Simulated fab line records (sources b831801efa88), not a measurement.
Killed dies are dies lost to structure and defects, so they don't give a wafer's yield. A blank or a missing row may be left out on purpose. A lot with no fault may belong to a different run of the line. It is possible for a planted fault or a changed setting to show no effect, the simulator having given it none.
Comparing a struck lot with a sound one -- flow sfq-line -- 42 steps out of a route of 325
Sound: these wafers, L111.1, L111.5, L111.6. Wafers struck: L119.1, L119.3, L119.5. The cause is named last.
At each step with rows: each side's tool, then ch and its chambers, then its first start. Under that, the readings that differ: sound wafers -- struck wafers -- difference of the means -- sigmas: that difference in standard deviations of wafers without a fault.
alike: same words and numbers on both sides, and readings whose means sit less than 2 such deviations apart. not compared: any withheld reading, any reading some wafer has no value for, any bound like >300 that may hide the same value, and any number with overlapping values for which the record gives no deviation.
Wherever a step has rows on one side only, a row that says differs or no value, or a row with sigmas, the two part there. Numbers that have no deviation but don't overlap get no sigmas and don't part them. A reading that every wafer of one side lacks parts them only if that side has two wafers or more.

first, 2 steps without rows for these wafers: SFQ_TRILAYER_I6_DEP_PECVD_165 (deposits SiO2 from SiH4/N2O, time 111.11 s, target thk 500 nm); SFQ_TRILAYER_I6_CMP_CMP_166 (polishes SiO2).
SFQ_I6_BOW_MEAS_941:
  struck on film-metro-02, day 71 00:14; sound on film-metro-03, day 66 18:29
  alike: I6_BOW
then, 7 steps without rows for these wafers: SFQ_TRILAYER_I6_METRO_MEASURE_167; SFQ_TRILAYER_I6_VIA_LITHO_COAT_174 (resist thk 63.19 nm); SFQ_TRILAYER_I6_VIA_LITHO_COAT_169 (resist thk 650 nm); SFQ_TRILAYER_I6_VIA_LITHO_SOFTBAKE_173; SFQ_TRILAYER_I6_VIA_LITHO_EXPOSE_170 (exposes mask I6, target cd 700 nm); SFQ_TRILAYER_I6_VIA_LITHO_PEB_172 (peb time 60 s); SFQ_TRILAYER_I6_VIA_LITHO_DEVELOP_171 (time 60 s).
-- the record jumps here: 3 days lie between the struck wafers' starts before and after --
SFQ_I6_OVL_MEAS_942:
  struck on overlay-02, day 73 23:52; sound on overlay-01, day 71 00:49
  alike: I6_OVL
SFQ_TRILAYER_I6_VIA_BARC_OPEN_VIA_ETCH_235: etches BARC in O2, target depth 125 nm, time 41.7 s.
  sound on rie-diel-03 ch 0,2,3, day 71 00:51; struck on rie-diel-03 ch 0,1,3, day 73 23:54
  alike: bias-w, chamber-pressure-mTorr, drypump-motor-current-A, oes-product-au
  not compared: rf-hours-counter-h
SFQ_TRILAYER_I6_VIA_ETCH_VIA_ETCH_172: etches SiO2 in CHF3, stops on Nb, target depth 260 nm.
  sound on rie-diel-03 ch 0,2,3, day 71 00:53; struck on rie-diel-03 ch 0,1,3, day 73 23:56
  no value came back on the struck wafers for bias-w (W), chamber-pressure-mTorr (mTorr), drypump-motor-current-A (A), oes-product-au (a.u.); on the sound wafers bias-w (W) reads 79.76 80.08 80.45
reading,sound,struck,difference,sigmas
model.KrF_of_TRILAYER_I6_VIA_LITHO_COAT_169.thk-nm (nm),530.9 530.8 529.7,571.8 573.5 571.9,+41.9,
then, 4 steps without rows for these wafers: SFQ_TRILAYER_I6_VIA_STRIP_STRIP_173 (strips in O2); SFQ_TRILAYER_I6_VIA_STRIP_SOLV_CLEAN_174 (cleans in NMP, time 600 s); SFQ_TRILAYER_M7_DEP_PRE_CLEAN_176 (time 22.5 s); SFQ_TRILAYER_M7_DEP_SPUTTER_175 (material Nb, target thk 200 nm, time 133.3 s).
SFQ_M7_RS_MEAS_943: the measuring method here is four-point-probe.
  struck on film-metro-04, day 74 00:57; sound on film-metro-04, day 71 01:54
  alike: M7_NB_RS
then, 6 steps without rows for these wafers: SFQ_TRILAYER_M7_LITHO_COAT_182 (resist thk 62 nm); SFQ_TRILAYER_M7_LITHO_COAT_177 (resist thk 600 nm); SFQ_TRILAYER_M7_LITHO_SOFTBAKE_181; SFQ_TRILAYER_M7_LITHO_EXPOSE_178 (exposes mask M7, target cd 500 nm); SFQ_TRILAYER_M7_LITHO_PEB_180 (peb time 60 s); SFQ_TRILAYER_M7_LITHO_DEVELOP_179 (time 60 s).
-- the record jumps here: 4 days lie between the struck wafers' starts before and after --
SFQ_M7_OVL_MEAS_945:
  struck on overlay-02, day 78 06:06; sound on overlay-02, day 74 02:23
  alike: M7_OVL
then, 1 step without rows for these wafers: SFQ_TRILAYER_M7_BARC_OPEN_METAL_ETCH_229 (etches BARC in O2, target depth 125 nm, time 41.7 s).
SFQ_TRILAYER_M7_ETCH_METAL_ETCH_180: etches Nb in Cl2/Ar, stops on SiO2, target depth 240 nm, time 120 s.
  sound on rie-metal-01 ch 0,1, day 74 02:31; struck on rie-metal-02 ch 0,1, day 78 06:12
  alike: bias-w, chamber-pressure-mTorr, drypump-motor-current-A, oes-product-au
  not compared: rf-hours-counter-h
then, 2 steps without rows for these wafers: SFQ_TRILAYER_M7_STRIP_STRIP_181 (strips in O2); SFQ_TRILAYER_M7_STRIP_SOLV_CLEAN_182 (cleans in NMP, time 600 s).
SFQ_TRILAYER_I7_DEP_PECVD_183: deposits SiO2 from SiH4/N2O, time 111.11 s, target thk 500 nm.
  sound on pecvd-03 ch 0,1,2, day 74 03:40; struck on pecvd-01 ch 1,2, day 78 07:06
  alike: heater-power-w, throttle-valve-pct
SFQ_TRILAYER_I7_CMP_CMP_184: polishes SiO2.
  sound on cmp-02 ch 1,2, day 74 05:50; struck on cmp-01 ch 0,1,2, day 78 07:40
  alike: motor-current-A, time-to-endpoint-s
SFQ_I7_BOW_MEAS_946:
  struck on film-metro-03, day 78 10:10; sound on film-metro-03, day 74 08:50
  alike: I7_BOW
SFQ_TRILAYER_I7_METRO_MEASURE_185:
  struck on film-metro-03, day 78 10:17; sound on film-metro-03, day 74 08:58
reading,sound,struck,difference,sigmas
thk-nm (nm),201.3 200.5 200.4,198.0 197.9 197.9,-2.8,-3
then, 6 steps without rows for these wafers: SFQ_TRILAYER_I7_VIA_LITHO_COAT_192 (resist thk 62 nm); SFQ_TRILAYER_I7_VIA_LITHO_COAT_187 (resist thk 650 nm); SFQ_TRILAYER_I7_VIA_LITHO_SOFTBAKE_191; SFQ_TRILAYER_I7_VIA_LITHO_EXPOSE_188 (exposes mask I7, target cd 1000 nm); SFQ_TRILAYER_I7_VIA_LITHO_PEB_190 (peb time 60 s); SFQ_TRILAYER_I7_VIA_LITHO_DEVELOP_189 (time 60 s).
SFQ_I7_OVL_MEAS_947:
  struck on overlay-01, day 78 23:07; sound on overlay-02, day 75 12:32
  alike: I7_OVL
then, 1 step without rows for these wafers: SFQ_TRILAYER_I7_VIA_BARC_OPEN_VIA_ETCH_260 (etches BARC in O2, target depth 125 nm, time 41.7 s).
-- the record jumps here: 4 days lie between the struck wafers' starts before and after --
SFQ_M8_BOW_MEAS_951:
  struck on film-metro-03, day 83 04:31; sound on film-metro-03, day 79 20:33
reading,sound,struck,difference,sigmas
model.etest.i6.link-ohm,1.89 1.884 1.887,1e+06 1e+06 1e+06,+1e+06,
  alike: M8_BOW

== WHERE THEY PART ==
First at SFQ_TRILAYER_I6_VIA_ETCH_VIA_ETCH_172; last, within this record, at SFQ_TRILAYER_I7_METRO_MEASURE_185. Later steps at which nothing parts them and some readings are alike: SFQ_I7_OVL_MEAS_947, SFQ_M8_BOW_MEAS_951.

WHY: what the simulator had put in
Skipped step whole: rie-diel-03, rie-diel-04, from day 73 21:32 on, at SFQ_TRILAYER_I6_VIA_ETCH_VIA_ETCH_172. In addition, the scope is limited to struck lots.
